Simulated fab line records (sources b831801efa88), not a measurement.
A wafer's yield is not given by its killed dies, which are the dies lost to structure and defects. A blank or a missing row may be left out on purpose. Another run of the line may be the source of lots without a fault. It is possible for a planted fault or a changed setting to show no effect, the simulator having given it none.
A lot that was struck, set against a sound lot ; flow sky130 ; 18 steps out of a route of 708
Sound: wafers L700.4, L700.5, L700.6. Wafers L710.3, L710.5 were the ones struck. At the end, the cause is stated.
Per side, at each step with rows, come the tool, then ch with its chambers, and then its first start. Under that, the readings that differ: sound wafers ; struck wafers ; difference of the means ; sigmas: that difference in standard deviations of wafers without a fault.
alike: a reading whose means differ by less than 2 such deviations, as well as words and numbers matching on both sides. not compared: withheld readings; readings where some wafer has no value; bounds like >300 that might hide an equal value; numbers whose values overlap and for which the record gives no deviation.
Wherever a step has rows on one side only, a row that says differs or no value, or a row with sigmas, the two part there. Numbers that don't overlap but have no deviation are shown without sigmas and don't part them. A reading that every wafer of one side lacks parts them only if that side has two wafers or more.

SKY_FIELD_ISO_THK_MEAS_02:
  struck on film_metro-02, day 4 14:44; sound on film_metro-04, day 2 12:40
  alike: FIELD_ISO_OXIDATION_00_THK
then, 1 step without rows for these wafers: SKY_FIELD_ISO_CVD_03 (deposits Si3N4 from DCS/NH3, target thk 165 nm, time 2830 s).
SKY_FIELD_ISO_THK_MEAS_04:
  struck on film_metro-03, day 4 18:02; sound on film_metro-03, day 2 14:31
  alike: FIELD_ISO_CVD_03_THK
then, 8 steps without rows for these wafers: SKY_FIELD_ISO_DEHYDRATE_05 (time 60 s); SKY_FIELD_ISO_HMDS_06 (prime time 60 s); SKY_FIELD_ISO_COAT_07 (resist thk 60 nm); SKY_FIELD_ISO_COAT_08 (resist thk 450 nm); SKY_FIELD_ISO_SOFTBAKE_09 (time 90 s); SKY_FIELD_ISO_EXPOSE_10 (exposes mask FOM, target cd 150 nm); SKY_FIELD_ISO_PEB_11; SKY_FIELD_ISO_DEVELOP_12 (develop time 60 s).
SKY_FIELD_ISO_CD_MEAS_13: target cd 150 nm.
  struck on cd_sem-01, day 5 12:48; sound on cd_sem-02, day 3 06:49
  alike: cd_nm
SKY_FIELD_ISO_ETCH_14: etches BARC in N2/H2, stops on SiO2, time 45.9 s, target depth 60 nm.
  sound on rie_diel-02 ch 0,2,3, day 3 06:53; struck on rie_diel-02 ch 0,1, day 5 12:53
reading;sound;struck;difference;sigmas
oes_product_au (a.u.);0.860 0.855 0.856;0.824 0.822;-0.034;-8
throttle_valve_pct (%);13.224 13.228 13.238;13.204 13.218;-0.019;-2
model.KrF-thick_of_FIELD_ISO_COAT_08.thk_nm (nm);394 391.9 394.3;401.8 403.2;+9.1;
model.etch.depth_nm (nm);60.05 60.03 60.11;55.99 56.26;-3.94;
model.FIELD_ISO.cd_nm (nm);150.4 150.1 150.3;153.4 153.4;+3.1;
  alike: drypump_motor_current_A
  not compared: rf_hours_counter_h
SKY_FIELD_ISO_ETCH_15: etches the open film in CHF3/O2, stops on Si, target depth 180 nm, time 72 s.
  sound on rie_diel-02 ch 0,2,3, day 3 06:55; struck on rie_diel-02 ch 0,1, day 5 12:55
reading;sound;struck;difference;sigmas
oes_product_au (a.u.);0.961 0.957 0.962;0.906 0.927;-0.043;-5
throttle_valve_pct (%);8.850 8.850 8.855;8.831 8.832;-0.020;-2
model.KrF-thick_of_FIELD_ISO_COAT_08.thk_nm (nm);237.9 236.6 241;247 245.9;+8;
  alike: drypump_motor_current_A
  not compared: rf_hours_counter_h
SKY_FIELD_ISO_STRIP_16: strips in O2/N2.
  sound on plasma_asher-03 ch 0,1, day 3 07:01; struck on plasma_asher-04 ch 1, day 5 13:01
reading;sound;struck;difference;sigmas
strip_time_to_endpoint_s (s);3.549 3.533 3.594;3.656 3.653;+0.096;+4
  alike: drypump_motor_current_A, oes_product_au
  not compared: rf_hours_counter_h
SKY_FIELD_ISO_ETCH_17: etches Si in HBr/Cl2/O2, target depth 342 nm, time 97.7 s.
  sound on rie_si-02 ch 0,3, day 3 07:05; struck on rie_si-02 ch 1,2, day 5 13:05
reading;sound;struck;difference;sigmas
model.FIELD_ISO.cd_nm (nm);150.2 148.9 149.9;153.6 153.7;+4.0;
  alike: drypump_motor_current_A, he_backside_leak_sccm, oes_product_au, throttle_valve_pct
  not compared: rf_hours_counter_h
then, 1 step without rows for these wafers: SKY_FIELD_ISO_WET_ETCH_18 (etches Si3N4 in H3PO4, target depth 25 nm, time 286 s).
-- here the record skips 45 days between the struck wafers' starts before and after, leaving off in module FIELD_ISO and picking up in module PAD_OPEN (first step shown: number 708 of the route) --
SKY_PAD_OPEN_PROBE_99:
  struck on prober-01, day 50 08:50; sound on prober-01, day 48 01:02
reading;sound;struck;difference;sigmas
killed_at_M4_up;6 6 4;1 2;-4;-2
killed_at_front_end;25 18 20;66 37;+30;+7
killed_dies;104 92 98;142 109;+28;+3
  alike: killed_at_M0_to_M3, killed_at_contacts, killed_on_rim, killed_open, killed_short

## WHERE THEY PART
First at SKY_FIELD_ISO_ETCH_14; last, within this record, at SKY_PAD_OPEN_PROBE_99.

WHY: whatever the simulator had introduced
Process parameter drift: rie_diel-02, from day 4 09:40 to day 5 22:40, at SKY_FIELD_ISO_ETCH_14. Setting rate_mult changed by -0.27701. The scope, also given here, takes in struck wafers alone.
